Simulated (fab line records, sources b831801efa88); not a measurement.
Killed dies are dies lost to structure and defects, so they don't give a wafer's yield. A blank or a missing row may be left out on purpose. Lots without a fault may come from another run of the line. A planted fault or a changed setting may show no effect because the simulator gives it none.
Which tool did it? | flow gf180mcu | 13 lots, 39 wafers sampled, at 3 steps of a route of 602

WHAT THE GAUGES READ, wafer by wafer
GF_PASSIVATION_THK_MEAS_01.
lot  | measured     | on            | PASSIVATION_CVD_00_THK (nm)
L228 | day 28 00:07 | film_metro-04 | 1000 999 995
L229 | day 28 08:10 | film_metro-03 | 978 993 1002
L230 | day 28 16:53 | film_metro-03 | 984 992 996
L232 | day 29 04:10 | film_metro-01 | 986 1011 1008
L235 | day 30 05:35 | film_metro-01 | 1005 987 1009
L236 | day 30 15:14 | film_metro-01 | 993 993 1001
L237 | day 31 02:05 | film_metro-04 | 1003 1015 1001
L239 | day 31 10:21 | film_metro-01 | 988 995 998
L240 | day 31 17:15 | film_metro-01 | 1011 1024 1031
L248 | day 33 17:47 | film_metro-03 | 982 994 1007
L249 | day 33 23:28 | film_metro-01 | 957 976 983
L250 | day 34 01:23 | film_metro-03 | 990 1017 1002
L251 | day 34 05:26 | film_metro-03 | 1013 1016 1014

WHICH TOOL RAN EACH LOT (tool, then ch and the chambers of the sampled wafers, then the start)
lot  | GF_V5_ETCH_17                                 | GF_V5_CMP_26
L228 | rie_diel-01 ch 0,1,3, day 27 02:32 or earlier | cmp-02 ch 0,2,3, day 27 02:32
L229 | rie_diel-01 ch 0,1,3, day 27 11:04 or earlier | cmp-02 ch 2,3, day 27 11:04
L230 | rie_diel-01 ch 0,1, day 27 19:49 or earlier   | cmp-02 ch 2,3, day 27 19:49
L232 | rie_diel-04 ch 1,3, day 28 08:14 or earlier   | cmp-02 ch 1,2, day 28 08:14
L235 | rie_diel-01 ch 0,1,3, day 29 10:11 or earlier | cmp-02 ch 0,3, day 29 10:11
L236 | rie_diel-01 ch 1,3, day 29 19:30 or earlier   | cmp-02 ch 0,1,3, day 29 19:30
L237 | rie_diel-01 ch 1,3, day 30 06:43 or earlier   | cmp-02 ch 1,3, day 30 06:43
L239 | rie_diel-04 ch 1,2, day 30 15:30 or earlier   | cmp-01 ch 1,2, day 30 15:30
L240 | rie_diel-04 ch 1,2, day 30 22:29 or earlier   | cmp-02 ch 1,2, day 30 22:29
L248 | rie_diel-04 ch 0,1,2, day 33 00:35 or earlier | cmp-01 ch 0,2,3, day 33 00:35
L249 | rie_diel-01 ch 0,2,3, day 33 06:41 or earlier | cmp-02 ch 0,1, day 33 06:41
L250 | rie_diel-02 ch 0,1, day 33 09:07 or earlier   | cmp-01 ch 1,3, day 33 09:07
L251 | rie_diel-02 ch 0,1,2, day 33 12:32 or earlier | cmp-02 ch 1,2, day 33 12:32
- GF_V5_ETCH_17: etches SiO2 in C4F8/O2/Ar, stops on TiN, target depth 855 nm.
- GF_V5_CMP_26: polishes, stops on SiO2, t overpolish 15 s, target thk 0 nm.

WHAT THE TOOLS THEMSELVES READ (means of the sampled wafers that have a number; where no wafer has one, the mark that the record gives instead)
GF_V5_ETCH_17.
lot  | tool        | oes_product_au (a.u.)
L228 | rie_diel-01 | 0.861
L229 | rie_diel-01 | 0.860
L230 | rie_diel-01 | 0.866
L232 | rie_diel-04 | 0.862
L235 | rie_diel-01 | 0.861
L236 | rie_diel-01 | 0.859
L237 | rie_diel-01 | 0.861
L239 | rie_diel-04 | 0.858
L240 | rie_diel-04 | 0.866
L248 | rie_diel-04 | 0.861
L249 | rie_diel-01 | 0.859
L250 | rie_diel-02 | 0.865
L251 | rie_diel-02 | 0.860

GF_V5_CMP_26.
lot  | tool   | motor_current_A (A) | overpolish_run_s (s) | time_to_endpoint_s (s)
L228 | cmp-02 | 11.3                | 14.995               | 86.1
L229 | cmp-02 | 11.9                | 15.003               | 82.1
L230 | cmp-02 | 11.1                | 14.999               | 82.5
L232 | cmp-02 | 11.5                | 15.014               | 84.8
L235 | cmp-02 | 10.0                | 15.006               | 83.0
L236 | cmp-02 | 10.5                | 14.988               | 81.4
L237 | cmp-02 | 10.3                | 14.999               | 82.1
L239 | cmp-01 | 11.4                | 15.001               | 88.5
L240 | cmp-02 | 11.5                | 14.995               | 82.2
L248 | cmp-01 | 10.4                | 15.005               | 80.8
L249 | cmp-02 | 11.1                | 15.003               | 81.8
L250 | cmp-01 | 10.4                | 15.004               | 85.9
L251 | cmp-02 | 12.2                | 14.996               | 81.2

THE ANSWER, worked out from the rows above alone
Rule: what is usual is taken from the lots themselves. Put in order of their means at a reading, lots are off if they are a third of the lots or fewer, leave a main group of 4 or more, and stand apart from it by a gap of 3 or more times the standard deviation of the main group's means; of several such gaps the widest counts. A main group whose means are all the same, to the digits that the tables above print for the reading, isn't used. A lot without any number at a reading at which 4 lots or more have one is off too. The other lots that the step has rows for count as sound. The gauges are gone through in route order, then the tools' own readings, and for those a lot's mean is taken as printed above. The first step at which some lot is off is used, and at that step the reading that is off furthest; a lot without a number counts as furthest.
No lot is off at any reading shown: from this, nothing can be told.

WHAT THE SIMULATOR HAD PUT IN
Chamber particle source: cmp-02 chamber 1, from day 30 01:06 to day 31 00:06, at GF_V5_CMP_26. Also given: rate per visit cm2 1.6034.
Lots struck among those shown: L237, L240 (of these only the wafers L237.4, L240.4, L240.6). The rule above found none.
